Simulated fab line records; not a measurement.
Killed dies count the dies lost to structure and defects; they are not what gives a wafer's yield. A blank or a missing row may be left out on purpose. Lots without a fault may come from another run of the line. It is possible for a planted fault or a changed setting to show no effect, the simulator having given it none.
fab line records	flow gf180mcu
record: lots: 5	wafers: 15	last_day: 34
route steps=602 shown MVPSD@87 VT_IMPLANT@90
lots untouched by any fault: they come from a run of this same line in which no faults occurred
start_h: hours from the record's opening day to when the first of the lot's shown wafers began	wait_h: hours since the lot's step before	" identical to the entry in the row above	L1.1+2: one row covering several wafers at once	- either no value or no given start	* or withheld: withheld	< > ~ a bound
route shown NAME@n: NAME is a module with steps in the file, n the number in the route of the first one	usual: average and standard deviation across the fault-free wafers	same: alike in all rows	chamber/n: place in a boat	sites: each site's reading	_std_site: standard deviation across them	_edge_site: the outer-site mean with the inner-site mean subtracted	radius_mm: how far each site lies from the wafer's centre	mask NAME#n: copy n	behind: the most recent tool/chamber to have shaped the wafer	hold: what put the lot on hold/how long, in hours/how the hold closed	device: the n, p or np transistor that did not switch	end of line: tests run on the same wafers once the route is complete	where a step has no rows: the recipe by itself	killed: at the first sort, the dies lost to defects and structure; wafer yield is something else	map: dies across one wafer; x = killed, . = not, _ = none there
set.NAME: the setting as run; set.NAME@STEP: as run at that earlier step	model.NAME: the simulator's own value behind a step, which no gauge read
lots seen at some steps along the route; tables by step, rows by wafer
services: when a tool's chamber went out of use (start_h, in hours from the record's first day, below 0 if earlier), for how many hours, and the reason
== steps ==
step: GF_MVPSD_IMPLANT_09
recipe: species: B	energy_kev: 40	dose_cm2: 5e+12	tilt_deg: 0
lot.wafer	tool	chamber	start_h	wait_h
L083.2+5+6	implanter-01	0	151.87	0.1
L085.2+4+5	implanter-01	0	165.56	0.1
L086.1+4+5	implanter-02	0	170.25	0.1
L088.1+2+4	implanter-03	0	179.32	0.1
L096.1+2+4	implanter-02	0	227.95	0.1
step: GF_MVPSD_STRIP_10
recipe: chemistry: O2/N2	power_w: 1400	pressure_mtorr: 1500	platen_temp_c: 250	o2_flow_sccm: 3000	n2_flow_sccm: 300	overash_fraction: 0.5
usual: drypump_motor_current_A: 5.8/0.46	heater_power_w: 335/30	oes_product_au: 0.722/0.0051	strip_time_to_endpoint_s: 36.95/0.12
same: overash_fraction: 0.5
lot.wafer	tool	chamber	start_h	wait_h	drypump_motor_current_A	heater_power_w	oes_product_au	rf_hours_counter_h	strip_time_to_endpoint_s
L083.2	plasma_asher-02	0	152.00	0.1	6.1	344	0.723	52	36.73
L083.5	"	0	"	"	6.1	331	0.721	-	36.61
L083.6	"	1	"	"	5.9	332	0.708	-	36.80
L085.2	plasma_asher-02	0	165.68	0.1	6.1	333	0.712	53	36.93
L085.4	"	1	"	"	5.9	337	0.713	-	36.93
L085.5	"	0	"	"	6.1	342	0.716	-	36.93
L086.1	plasma_asher-01	1	170.40	0.1	6.4	368	0.725	52	36.94
L086.4	"	1	"	"	6.4	375	0.727	-	37.18
L086.5	"	1	"	"	6.4	380	0.726	-	37.15
L088.1	plasma_asher-01	1	179.47	0.1	6.4	375	0.720	53	36.94
L088.2	"	0	"	"	5.1	283	0.717	53	36.91
L088.4	"	1	"	"	6.4	370	0.732	-	36.95
L096.1	plasma_asher-02	0	228.10	0.1	6.1	337	0.719	60	36.91
L096.2	"	1	"	"	5.9	338	0.724	60	37.05
L096.4	"	0	"	"	6.1	336	0.726	-	37.03
step: GF_MVPSD_TW_MEAS_11
usual: MVPSD_TW: 552.2/2.9
lot.wafer	tool	chamber	start_h	wait_h	MVPSD_TW
L083.2	film_metro-02	-	152.11	0.1	559.2
L083.5	"	-	"	"	558.5
L083.6	"	-	"	"	560.0
L085.2	film_metro-03	-	165.79	0.1	555.2
L085.4	"	-	"	"	551.4
L085.5	"	-	"	"	553.5
L086.1	film_metro-03	-	170.50	0.1	550.4
L086.4	"	-	"	"	551.4
L086.5	"	-	"	"	550.6
L088.1	film_metro-04	-	179.57	0.1	549.9
L088.2	"	-	"	"	550.4
L088.4	"	-	"	"	551.5
L096.1	film_metro-03	-	228.20	0.1	551.0
L096.2	"	-	"	"	551.8
L096.4	"	-	"	"	550.6
step: GF_VT_IMPLANT_DEHYDRATE_00
recipe: temp_c: 200	time_s: 60
usual: resist_line_temp_C: 22.99/0.09
lot.wafer	tool	chamber	start_h	wait_h	resist_line_temp_C
L083.2	litho_track-04	0	159.37	7.3	22.90
L083.5	"	0	"	"	23.05
L083.6	"	0	"	"	23.00
L085.2	litho_track-03	0	173.00	7.2	22.90
L085.4	"	0	"	"	23.07
L085.5	"	0	"	"	23.13
L086.1	litho_track-04	0	177.45	6.9	22.85
L086.4	"	0	"	"	22.84
L086.5	"	0	"	"	22.93
L088.1	litho_track-03	0	187.52	7.9	22.99
L088.2	"	0	"	"	22.93
L088.4	"	0	"	"	22.93
L096.1	litho_track-02	0	236.73	8.5	22.87
L096.2	"	0	"	"	22.99
L096.4	"	0	"	"	22.99
step: GF_VT_IMPLANT_HMDS_01
recipe: prime_time_s: 60	prime_temp_c: 120
usual: resist_line_temp_C: 23.00/0.11
lot.wafer	tool	chamber	start_h	wait_h	resist_line_temp_C
L083.2	litho_track-04	0	159.52	0.1	23.00
L083.5	"	0	"	"	23.09
L083.6	"	0	"	"	23.03
L085.2	litho_track-03	0	173.15	0.1	23.13
L085.4	"	0	"	"	23.01
L085.5	"	0	"	"	23.06
L086.1	litho_track-04	0	177.60	0.1	22.89
L086.4	"	0	"	"	22.92
L086.5	"	0	"	"	22.96
L088.1	litho_track-03	0	187.67	0.1	22.96
L088.2	"	0	"	"	22.98
L088.4	"	0	"	"	22.93
L096.1	litho_track-02	0	236.88	0.1	22.97
L096.2	"	0	"	"	23.06
L096.4	"	0	"	"	22.83
step: GF_VT_IMPLANT_COAT_02
recipe: resist: NOVOLAK	spin_rpm: 3000	resist_thk_nm: 1000
usual: resist_line_temp_C: 22.99/0.097	spin_speed_rpm: 2999.8/1.7
lot.wafer	tool	chamber	start_h	wait_h	resist_line_temp_C	spin_speed_rpm
L083.2	litho_track-04	0	159.67	0.1	22.92	3002.2
L083.5	"	0	"	"	22.81	2999.3
L083.6	"	0	"	"	22.95	3001.7
L085.2	litho_track-03	0	173.30	0.1	22.83	3000.2
L085.4	"	0	"	"	22.98	2998.3
L085.5	"	0	"	"	22.90	3001.7
L086.1	litho_track-04	0	177.75	0.1	22.82	3000.5
L086.4	"	0	"	"	22.81	3001.2
L086.5	"	0	"	"	23.00	2999.3
L088.1	litho_track-03	0	187.82	0.1	22.98	2997.1
L088.2	"	0	"	"	23.00	2998.8
L088.4	"	0	"	"	23.01	3000.0
L096.1	litho_track-02	0	237.03	0.1	23.04	3001.5
L096.2	"	0	"	"	23.12	3000.8
L096.4	"	0	"	"	22.96	2999.6
step: GF_VT_IMPLANT_SOFTBAKE_03
recipe: temp_c: 90	time_s: 60	resist: NOVOLAK
usual: resist_line_temp_C: 23.02/0.1
lot.wafer	tool	chamber	start_h	wait_h	resist_line_temp_C
L083.2	litho_track-04	0	159.82	0.1	22.90
L083.5	"	0	"	"	22.94
L083.6	"	0	"	"	22.99
L085.2	litho_track-03	0	173.45	0.1	23.06
L085.4	"	0	"	"	23.11
L085.5	"	0	"	"	22.99
L086.1	litho_track-04	0	177.90	0.1	23.06
L086.4	"	0	"	"	23.07
L086.5	"	0	"	"	23.02
L088.1	litho_track-03	0	187.97	0.1	22.97
L088.2	"	0	"	"	23.05
L088.4	"	0	"	"	22.97
L096.1	litho_track-02	0	237.18	0.1	22.96
L096.2	"	0	"	"	23.08
L096.4	"	0	"	"	22.91
step: GF_VT_IMPLANT_EXPOSE_04
recipe: mask_id: LVPWELL_LV_AREA	target_cd_nm: 600	na: 0.6	source_shape: conventional	sigma_outer: 0.6	dose_mj: 140
lot.wafer	tool	chamber	start_h	wait_h	mask
L083.2+5+6	iline_stepper-02	0	-	-	LVPWELL_LV_AREA#0
L085.2+4+5	iline_stepper-02	0	-	-	LVPWELL_LV_AREA#0
L086.1+4+5	iline_stepper-02	0	-	-	LVPWELL_LV_AREA#0
L088.1+2+4	iline_stepper-02	0	-	-	LVPWELL_LV_AREA#0
L096.1+2+4	iline_stepper-02	0	-	-	LVPWELL_LV_AREA#0
step: GF_VT_IMPLANT_PEB_05
recipe: temp_c: withheld	time_s: *	resist: NOVOLAK
usual: resist_line_temp_C: *
lot.wafer	tool	chamber	start_h	wait_h	resist_line_temp_C
L083.2	litho_track-04	0	-	-	*
L083.5	"	0	"	"	*
L083.6	"	0	"	"	*
L085.2	litho_track-03	0	-	-	*
L085.4	"	0	"	"	*
L085.5	"	0	"	"	*
L086.1	litho_track-04	0	-	-	*
L086.4	"	0	"	"	*
L086.5	"	0	"	"	*
L088.1	litho_track-02	0	-	-	*
L088.2	"	0	"	"	*
L088.4	"	0	"	"	*
L096.1	litho_track-04	0	-	-	*
L096.2	"	0	"	"	*
L096.4	"	0	"	"	*
step: GF_VT_IMPLANT_DEVELOP_06
recipe: develop_time_s: 60	dev_temp_c: 23
usual: resist_line_temp_C: 23.00/0.097
lot.wafer	tool	chamber	start_h	wait_h	resist_line_temp_C
L083.2	litho_track-04	0	167.67	0.1	22.96
L083.5	"	0	"	"	23.03
L083.6	"	0	"	"	23.00
L085.2	litho_track-03	0	181.65	0.1	23.08
L085.4	"	0	"	"	23.02
L085.5	"	0	"	"	22.85
L086.1	litho_track-04	0	186.00	0.1	23.19
L086.4	"	0	"	"	23.05
L086.5	"	0	"	"	23.03
L088.1	litho_track-02	0	196.68	0.1	22.89
L088.2	"	0	"	"	23.18
L088.4	"	0	"	"	22.92
L096.1	litho_track-04	0	246.45	0.1	22.94
L096.2	"	0	"	"	22.93
L096.4	"	0	"	"	22.94
step: GF_VT_IMPLANT_OVL_MEAS_07
usual: VT_IMPLANT_OVL: 0.1/1
lot.wafer	tool	chamber	start_h	wait_h	VT_IMPLANT_OVL[nm]
L083.2	overlay-02	-	167.80	0.1	1.5
L083.5	"	-	"	"	0.4
L083.6	"	-	"	"	0.4
L085.2	overlay-02	-	181.78	0.1	-0.9
L085.4	"	-	"	"	-0.1
L085.5	"	-	"	"	0.1
L086.1	overlay-01	-	186.15	0.1	-1.9
L086.4	"	-	"	"	-0.1
L086.5	"	-	"	"	1.0
L088.1	overlay-02	-	196.83	0.1	-1.1
L088.2	"	-	"	"	-1.6
L088.4	"	-	"	"	0.0
L096.1	overlay-01	-	246.60	0.1	2.0
L096.2	"	-	"	"	1.1
L096.4	"	-	"	"	1.4
step: GF_VT_IMPLANT_IMPLANT_08
recipe: species: BF2	energy_kev: 20	dose_cm2: 8.29e+12	tilt_deg: 7
lot.wafer	tool	chamber	start_h	wait_h
L083.2+5+6	implanter-04	0	167.86	0.0
L085.2+4+5	implanter-04	0	181.83	0.0
L086.1+4+5	implanter-04	0	186.18	0.0
L088.1+2+4	implanter-02	0	196.87	0.0
L096.1+2+4	implanter-02	0	246.63	0.0
step: GF_VT_IMPLANT_STRIP_09
recipe: chemistry: O2/N2	power_w: 1400	pressure_mtorr: 1500	platen_temp_c: 250	o2_flow_sccm: 3000	n2_flow_sccm: 300	overash_fraction: 0.5
usual: drypump_motor_current_A: 5.63/0.26	heater_power_w: 341/14	oes_product_au: 0.716/0.0049	strip_time_to_endpoint_s: 12.63/0.031
same: overash_fraction: 0.5
lot.wafer	tool	chamber	start_h	wait_h	drypump_motor_current_A	heater_power_w	oes_product_au	rf_hours_counter_h	strip_time_to_endpoint_s
L083.2	plasma_asher-02	1	167.98	0.1	5.93	330	0.714	54	12.66
L083.5	"	0	"	"	6.10	337	0.722	-	12.61
L083.6	"	1	"	"	5.94	333	0.718	-	12.64
L085.2	plasma_asher-03	1	181.96	0.1	5.72	328	0.708	7	12.62
L085.4	"	0	"	"	5.38	354	0.722	-	12.66
L085.5	"	0	"	"	5.39	363	0.712	-	12.63
L086.1	plasma_asher-03	0	186.33	0.1	5.40	351	0.713	7	12.62
L086.4	"	0	"	"	5.38	349	0.725	-	12.64
L086.5	"	1	"	"	5.69	338	0.719	-	12.66
L088.1	plasma_asher-04	1	197.02	0.1	5.45	327	0.706	40	12.60
L088.2	"	0	"	"	5.40	355	0.726	40	12.59
L088.4	"	1	"	"	5.46	332	0.715	-	12.62
L096.1	plasma_asher-03	1	246.78	0.1	5.73	344	0.721	14	12.62
L096.2	"	0	"	"	5.40	352	0.719	14	12.62
L096.4	"	0	"	"	5.38	348	0.712	-	12.59
step: GF_VT_IMPLANT_TW_MEAS_10
usual: VT_IMPLANT_TW: 564/3.4
lot.wafer	tool	chamber	start_h	wait_h	VT_IMPLANT_TW
L083.2	film_metro-02	-	168.09	0.1	566
L083.5	"	-	"	"	563
L083.6	"	-	"	"	563
L085.2	film_metro-03	-	182.07	0.1	562
L085.4	"	-	"	"	560
L085.5	"	-	"	"	561
L086.1	film_metro-01	-	186.43	0.1	567
L086.4	"	-	"	"	568
L086.5	"	-	"	"	565
L088.1	film_metro-03	-	197.12	0.1	559
L088.2	"	-	"	"	562
L088.4	"	-	"	"	563
L096.1	film_metro-03	-	246.88	0.1	560
L096.2	"	-	"	"	561
L096.4	"	-	"	"	555
step: GF_VT_IMPLANT_DEHYDRATE_11
recipe: temp_c: 200	time_s: 60
usual: resist_line_temp_C: 23.02/0.1
lot.wafer	tool	chamber	start_h	wait_h	resist_line_temp_C
L083.2	litho_track-04	0	174.67	6.6	23.03
L083.5	"	0	"	"	22.96
L083.6	"	0	"	"	22.95
L085.2	litho_track-03	0	190.05	8.0	23.05
L085.4	"	0	"	"	23.01
L085.5	"	0	"	"	22.98
L086.1	litho_track-03	0	194.17	7.7	23.03
L086.4	"	0	"	"	23.01
L086.5	"	0	"	"	22.83
L088.1	litho_track-02	0	204.93	7.8	22.98
L088.2	"	0	"	"	23.03
L088.4	"	0	"	"	23.00
L096.1	litho_track-02	0	255.23	8.3	22.95
L096.2	"	0	"	"	23.10
L096.4	"	0	"	"	23.14
step: GF_VT_IMPLANT_HMDS_12
recipe: prime_time_s: 60	prime_temp_c: 120
usual: resist_line_temp_C: 23.00/0.12
lot.wafer	tool	chamber	start_h	wait_h	resist_line_temp_C
L083.2	litho_track-04	0	174.82	0.1	22.79
L083.5	"	0	"	"	22.82
L083.6	"	0	"	"	22.91
L085.2	litho_track-03	0	190.20	0.1	23.15
L085.4	"	0	"	"	23.01
L085.5	"	0	"	"	23.07
L086.1	litho_track-03	0	194.32	0.1	22.91
L086.4	"	0	"	"	22.97
L086.5	"	0	"	"	22.95
L088.1	litho_track-02	0	205.08	0.1	22.96
L088.2	"	0	"	"	22.96
L088.4	"	0	"	"	22.89
L096.1	litho_track-02	0	255.38	0.1	23.06
L096.2	"	0	"	"	22.95
L096.4	"	0	"	"	23.20
step: GF_VT_IMPLANT_COAT_13
recipe: resist: NOVOLAK	spin_rpm: 3000	resist_thk_nm: 1000
usual: resist_line_temp_C: 23.01/0.11	spin_speed_rpm: 2999.5/1.6
lot.wafer	tool	chamber	start_h	wait_h	resist_line_temp_C	spin_speed_rpm
L083.2	litho_track-04	0	174.97	0.1	22.98	2999.8
L083.5	"	0	"	"	23.01	3001.9
L083.6	"	0	"	"	22.94	3001.1
L085.2	litho_track-03	0	190.35	0.1	22.98	2998.8
L085.4	"	0	"	"	23.08	3000.9
L085.5	"	0	"	"	22.94	3000.3
L086.1	litho_track-03	0	194.47	0.1	23.11	2998.3
L086.4	"	0	"	"	23.13	3001.1
L086.5	"	0	"	"	22.98	3000.3
L088.1	litho_track-02	0	205.23	0.1	22.90	3001.9
L088.2	"	0	"	"	22.91	3003.3
L088.4	"	0	"	"	22.96	3000.2
L096.1	litho_track-02	0	255.53	0.1	23.03	3000.0
L096.2	"	0	"	"	23.03	3004.6
L096.4	"	0	"	"	23.15	3001.6
step: GF_VT_IMPLANT_SOFTBAKE_14
recipe: temp_c: 90	time_s: 60	resist: NOVOLAK
usual: resist_line_temp_C: 22.99/0.11
lot.wafer	tool	chamber	start_h	wait_h	resist_line_temp_C
L083.2	litho_track-04	0	175.12	0.1	23.08
L083.5	"	0	"	"	22.74
L083.6	"	0	"	"	22.96
L085.2	litho_track-03	0	190.50	0.1	23.12
L085.4	"	0	"	"	23.07
L085.5	"	0	"	"	22.92
L086.1	litho_track-03	0	194.62	0.1	23.01
L086.4	"	0	"	"	22.90
L086.5	"	0	"	"	22.94
L088.1	litho_track-02	0	205.38	0.1	22.86
L088.2	"	0	"	"	22.97
L088.4	"	0	"	"	23.09
L096.1	litho_track-02	0	255.68	0.1	23.02
L096.2	"	0	"	"	22.90
L096.4	"	0	"	"	22.74
step: GF_VT_IMPLANT_EXPOSE_15
recipe: mask_id: Nwell_LV_AREA	target_cd_nm: 860	na: 0.6	source_shape: conventional	sigma_outer: 0.6	dose_mj: 140
lot.wafer	tool	chamber	start_h	wait_h	mask
L083.2+5+6	iline_stepper-01	0	-	-	Nwell_LV_AREA#0
L085.2+4+5	iline_stepper-01	0	-	-	Nwell_LV_AREA#0
L086.1+4+5	iline_stepper-01	0	-	-	Nwell_LV_AREA#0
L088.1+2+4	iline_stepper-01	0	-	-	Nwell_LV_AREA#0
L096.1+2+4	iline_stepper-01	0	-	-	Nwell_LV_AREA#0
step: GF_VT_IMPLANT_PEB_16
recipe: temp_c: withheld	time_s: *	resist: NOVOLAK
usual: resist_line_temp_C: *
lot.wafer	tool	chamber	start_h	wait_h	resist_line_temp_C
L083.2	litho_track-04	0	-	-	*
L083.5	"	0	"	"	*
L083.6	"	0	"	"	*
L085.2	litho_track-02	0	-	-	*
L085.4	"	0	"	"	*
L085.5	"	0	"	"	*
L086.1	litho_track-02	0	-	-	*
L086.4	"	0	"	"	*
L086.5	"	0	"	"	*
L088.1	litho_track-04	0	-	-	*
L088.2	"	0	"	"	*
L088.4	"	0	"	"	*
L096.1	litho_track-04	0	-	-	*
L096.2	"	0	"	"	*
L096.4	"	0	"	"	*
step: GF_VT_IMPLANT_DEVELOP_17
recipe: develop_time_s: 60	dev_temp_c: 23
usual: resist_line_temp_C: 23.01/0.11
lot.wafer	tool	chamber	start_h	wait_h	resist_line_temp_C
L083.2	litho_track-04	0	183.17	0.1	22.90
L083.5	"	0	"	"	23.00
L083.6	"	0	"	"	23.17
L085.2	litho_track-02	0	198.66	0.1	22.89
L085.4	"	0	"	"	23.15
L085.5	"	0	"	"	22.97
L086.1	litho_track-02	0	203.43	0.1	23.05
L086.4	"	0	"	"	22.99
L086.5	"	0	"	"	23.12
L088.1	litho_track-04	0	214.10	0.1	22.88
L088.2	"	0	"	"	22.92
L088.4	"	0	"	"	23.03
L096.1	litho_track-04	0	265.24	0.1	23.02
L096.2	"	0	"	"	22.94
L096.4	"	0	"	"	23.16
step: GF_VT_IMPLANT_OVL_MEAS_18
usual: VT_IMPLANT_01_OVL: 0.7/1.2
lot.wafer	tool	chamber	start_h	wait_h	VT_IMPLANT_01_OVL[nm]
L083.2	overlay-02	-	183.30	0.1	1.4
L083.5	"	-	"	"	3.6
L083.6	"	-	"	"	1.7
L085.2	overlay-02	-	198.79	0.1	-0.7
L085.4	"	-	"	"	-0.9
L085.5	"	-	"	"	2.4
L086.1	overlay-02	-	203.58	0.1	2.0
L086.4	"	-	"	"	1.4
L086.5	"	-	"	"	0.8
L088.1	overlay-02	-	214.25	0.1	1.1
L088.2	"	-	"	"	1.1
L088.4	"	-	"	"	1.7
L096.1	overlay-02	-	265.39	0.1	-0.2
L096.2	"	-	"	"	0.0
L096.4	"	-	"	"	-0.4
step: GF_VT_IMPLANT_IMPLANT_19
recipe: species: As	energy_kev: 100	dose_cm2: 4.35e+12	tilt_deg: 7
lot.wafer	tool	chamber	start_h	wait_h
L083.2+5+6	implanter-03	0	183.36	0.0
L085.2+4+5	implanter-04	0	198.84	0.0
L086.1+4+5	implanter-03	0	203.62	0.0
L088.1+2+4	implanter-03	0	214.28	0.0
L096.1+2+4	implanter-03	0	265.43	0.0
step: GF_VT_IMPLANT_STRIP_20
recipe: chemistry: O2/N2	power_w: 1400	pressure_mtorr: 1500	platen_temp_c: 250	o2_flow_sccm: 3000	n2_flow_sccm: 300	overash_fraction: 0.5
usual: drypump_motor_current_A: 5.57/0.23	heater_power_w: 342/13	oes_product_au: 0.716/0.0044	strip_time_to_endpoint_s: 12.63/0.036
same: overash_fraction: 0.5
lot.wafer	tool	chamber	start_h	wait_h	drypump_motor_current_A	heater_power_w	oes_product_au	rf_hours_counter_h	strip_time_to_endpoint_s
L083.2	plasma_asher-02	0	183.48	0.1	6.05	331	0.719	55	12.63
L083.5	"	1	"	"	5.94	333	0.713	-	12.65
L083.6	"	0	"	"	6.05	332	0.714	-	12.61
L085.2	plasma_asher-04	0	198.97	0.1	5.36	359	0.715	40	12.69
L085.4	"	0	"	"	5.37	371	0.719	-	12.67
L085.5	"	0	"	"	5.39	365	0.717	-	12.68
L086.1	plasma_asher-04	1	203.77	0.1	5.47	330	0.709	40	12.68
L086.4	"	1	"	"	5.46	329	0.718	-	12.66
L086.5	"	1	"	"	5.48	331	0.710	-	12.67
L088.1	plasma_asher-04	1	214.43	0.1	5.46	332	0.711	41	12.64
L088.2	"	0	"	"	5.41	362	0.722	41	12.58
L088.4	"	1	"	"	5.45	330	0.722	-	12.62
L096.1	plasma_asher-04	0	265.58	0.1	5.35	358	0.711	46	12.62
L096.2	"	1	"	"	5.47	326	0.712	46	12.63
L096.4	"	1	"	"	5.47	330	0.717	-	12.63
step: GF_VT_IMPLANT_TW_MEAS_21
usual: VT_IMPLANT_2_TW: 1217/7.5
lot.wafer	tool	chamber	start_h	wait_h	VT_IMPLANT_2_TW
L083.2	film_metro-03	-	183.59	0.1	1207
L083.5	"	-	"	"	1209
L083.6	"	-	"	"	1211
L085.2	film_metro-01	-	199.08	0.1	1219
L085.4	"	-	"	"	1219
L085.5	"	-	"	"	1222
L086.1	film_metro-02	-	203.87	0.1	1210
L086.4	"	-	"	"	1210
L086.5	"	-	"	"	1209
L088.1	film_metro-03	-	214.53	0.1	1207
L088.2	"	-	"	"	1208
L088.4	"	-	"	"	1203
L096.1	film_metro-01	-	265.68	0.1	1214
L096.2	"	-	"	"	1217
L096.4	"	-	"	"	1220
step: GF_VT_IMPLANT_DEHYDRATE_22
recipe: temp_c: 200	time_s: 60
usual: resist_line_temp_C: 22.99/0.11
lot.wafer	tool	chamber	start_h	wait_h	resist_line_temp_C
L083.2	litho_track-02	0	191.51	7.9	23.02
L083.5	"	0	"	"	22.93
L083.6	"	0	"	"	23.03
L085.2	litho_track-04	0	207.22	8.1	23.13
L085.4	"	0	"	"	23.19
L085.5	"	0	"	"	23.18
L086.1	litho_track-03	0	211.47	7.6	22.92
L086.4	"	0	"	"	23.01
L086.5	"	0	"	"	23.06
L088.1	litho_track-03	0	222.42	7.9	23.01
L088.2	"	0	"	"	23.09
L088.4	"	0	"	"	22.88
L096.1	litho_track-04	0	274.99	9.3	23.04
L096.2	"	0	"	"	23.05
L096.4	"	0	"	"	22.96
step: GF_VT_IMPLANT_HMDS_23
recipe: prime_time_s: 60	prime_temp_c: 120
usual: resist_line_temp_C: 22.99/0.097
lot.wafer	tool	chamber	start_h	wait_h	resist_line_temp_C
L083.2	litho_track-02	0	191.66	0.1	22.80
L083.5	"	0	"	"	23.11
L083.6	"	0	"	"	22.96
L085.2	litho_track-04	0	207.37	0.1	22.89
L085.4	"	0	"	"	22.98
L085.5	"	0	"	"	23.05
L086.1	litho_track-03	0	211.62	0.1	23.04
L086.4	"	0	"	"	23.08
L086.5	"	0	"	"	23.03
L088.1	litho_track-03	0	222.57	0.1	22.95
L088.2	"	0	"	"	22.83
L088.4	"	0	"	"	23.00
L096.1	litho_track-04	0	275.14	0.1	22.93
L096.2	"	0	"	"	22.98
L096.4	"	0	"	"	22.96
step: GF_VT_IMPLANT_COAT_24
recipe: resist: NOVOLAK	spin_rpm: 3000	resist_thk_nm: 1000
usual: resist_line_temp_C: 23.01/0.11	spin_speed_rpm: 2999.7/1.5
lot.wafer	tool	chamber	start_h	wait_h	resist_line_temp_C	spin_speed_rpm
L083.2	litho_track-02	0	191.81	0.1	22.86	2999.5
L083.5	"	0	"	"	23.01	2998.8
L083.6	"	0	"	"	23.04	2999.7
L085.2	litho_track-04	0	207.52	0.1	23.04	2999.7
L085.4	"	0	"	"	23.10	3001.7
L085.5	"	0	"	"	23.00	3003.6
L086.1	litho_track-03	0	211.77	0.1	22.95	2999.3
L086.4	"	0	"	"	22.99	2998.0
L086.5	"	0	"	"	22.88	2999.8
L088.1	litho_track-03	0	222.72	0.1	22.88	3001.9
L088.2	"	0	"	"	22.92	2998.9
L088.4	"	0	"	"	22.90	3001.1
L096.1	litho_track-04	0	275.29	0.1	23.14	3001.9
L096.2	"	0	"	"	22.99	3000.3
L096.4	"	0	"	"	22.94	2998.2
step: GF_VT_IMPLANT_SOFTBAKE_25
recipe: temp_c: 90	time_s: 60	resist: NOVOLAK
usual: resist_line_temp_C: 23.03/0.1
lot.wafer	tool	chamber	start_h	wait_h	resist_line_temp_C
L083.2	litho_track-02	0	191.96	0.1	22.96
L083.5	"	0	"	"	23.06
L083.6	"	0	"	"	23.04
L085.2	litho_track-04	0	207.67	0.1	23.04
L085.4	"	0	"	"	23.04
L085.5	"	0	"	"	23.01
L086.1	litho_track-03	0	211.92	0.1	22.96
L086.4	"	0	"	"	23.00
L086.5	"	0	"	"	22.91
L088.1	litho_track-03	0	222.87	0.1	23.01
L088.2	"	0	"	"	23.16
L088.4	"	0	"	"	22.92
L096.1	litho_track-04	0	275.44	0.1	23.04
L096.2	"	0	"	"	23.03
L096.4	"	0	"	"	22.95
step: GF_VT_IMPLANT_EXPOSE_26
recipe: mask_id: LVPWELL_HV_AREA	target_cd_nm: 860	na: 0.6	source_shape: conventional	sigma_outer: 0.6	dose_mj: 140
lot.wafer	tool	chamber	start_h	wait_h	mask
L083.2+5+6	iline_stepper-01	0	-	-	LVPWELL_HV_AREA#0
L085.2+4+5	iline_stepper-01	0	-	-	LVPWELL_HV_AREA#0
L086.1+4+5	iline_stepper-02	0	-	-	LVPWELL_HV_AREA#0
L088.1+2+4	iline_stepper-02	0	-	-	LVPWELL_HV_AREA#0
L096.1+2+4	iline_stepper-02	0	-	-	LVPWELL_HV_AREA#0
step: GF_VT_IMPLANT_PEB_27
recipe: temp_c: withheld	time_s: *	resist: NOVOLAK
usual: resist_line_temp_C: *
lot.wafer	tool	chamber	start_h	wait_h	resist_line_temp_C
L083.2	litho_track-02	0	-	-	*
L083.5	"	0	"	"	*
L083.6	"	0	"	"	*
L085.2	litho_track-03	0	-	-	*
L085.4	"	0	"	"	*
L085.5	"	0	"	"	*
L086.1	litho_track-04	0	-	-	*
L086.4	"	0	"	"	*
L086.5	"	0	"	"	*
L088.1	litho_track-03	0	-	-	*
L088.2	"	0	"	"	*
L088.4	"	0	"	"	*
L096.1	litho_track-04	0	-	-	*
L096.2	"	0	"	"	*
L096.4	"	0	"	"	*
step: GF_VT_IMPLANT_DEVELOP_28
recipe: develop_time_s: 60	dev_temp_c: 23
usual: resist_line_temp_C: 22.99/0.11
lot.wafer	tool	chamber	start_h	wait_h	resist_line_temp_C
L083.2	litho_track-02	0	200.56	0.1	22.93
L083.5	"	0	"	"	23.10
L083.6	"	0	"	"	23.08
L085.2	litho_track-03	0	216.25	0.1	23.04
L085.4	"	0	"	"	23.12
L085.5	"	0	"	"	22.98
L086.1	litho_track-04	0	220.80	0.1	22.99
L086.4	"	0	"	"	23.05
L086.5	"	0	"	"	22.91
L088.1	litho_track-03	0	231.57	0.1	23.17
L088.2	"	0	"	"	22.82
L088.4	"	0	"	"	22.85
L096.1	litho_track-04	0	284.59	0.1	22.96
L096.2	"	0	"	"	22.84
L096.4	"	0	"	"	22.83
step: GF_VT_IMPLANT_OVL_MEAS_29
usual: VT_IMPLANT_02_OVL: 0.5/1.6
lot.wafer	tool	chamber	start_h	wait_h	VT_IMPLANT_02_OVL[nm]
L083.2	overlay-02	-	200.69	0.1	0.1
L083.5	"	-	"	"	-1.2
L083.6	"	-	"	"	-1.5
L085.2	overlay-02	-	216.38	0.1	2.5
L085.4	"	-	"	"	2.1
L085.5	"	-	"	"	1.5
L086.1	overlay-02	-	220.95	0.1	3.0
L086.4	"	-	"	"	0.2
L086.5	"	-	"	"	1.0
L088.1	overlay-02	-	231.72	0.1	-1.2
L088.2	"	-	"	"	-0.4
L088.4	"	-	"	"	-1.3
L096.1	overlay-02	-	284.74	0.1	1.0
L096.2	"	-	"	"	0.5
L096.4	"	-	"	"	0.6
== services ==
tool	chamber	start_h	hours	kind
implanter-03	-	169.05	2.5	repair
plasma_asher-04	-	173.35	1.7	repair
implanter-04	-	173.76	2.2	repair
implanter-04	-	177.47	2.0	repair
iline_stepper-02	-	178.74	7.2	repair
plasma_asher-03	-	187.30	0.8	repair
implanter-04	-	199.53	3.0	repair
implanter-04	-	202.48	19.6	repair
plasma_asher-01	-	205.22	2.8	repair
implanter-02	-	213.45	3.9	repair
implanter-03	-	217.31	2.1	pm
implanter-04	-	222.03	4.3	pm
iline_stepper-01	-	224.33	4.6	repair
implanter-02	-	238.15	0.7	repair
implanter-04	-	242.14	2.9	pm
implanter-03	-	244.06	1.9	repair
implanter-03	-	258.08	0.6	repair
iline_stepper-02	-	263.18	1.7	pm
plasma_asher-04	-	276.84	7.2	repair
== key ==
fault none
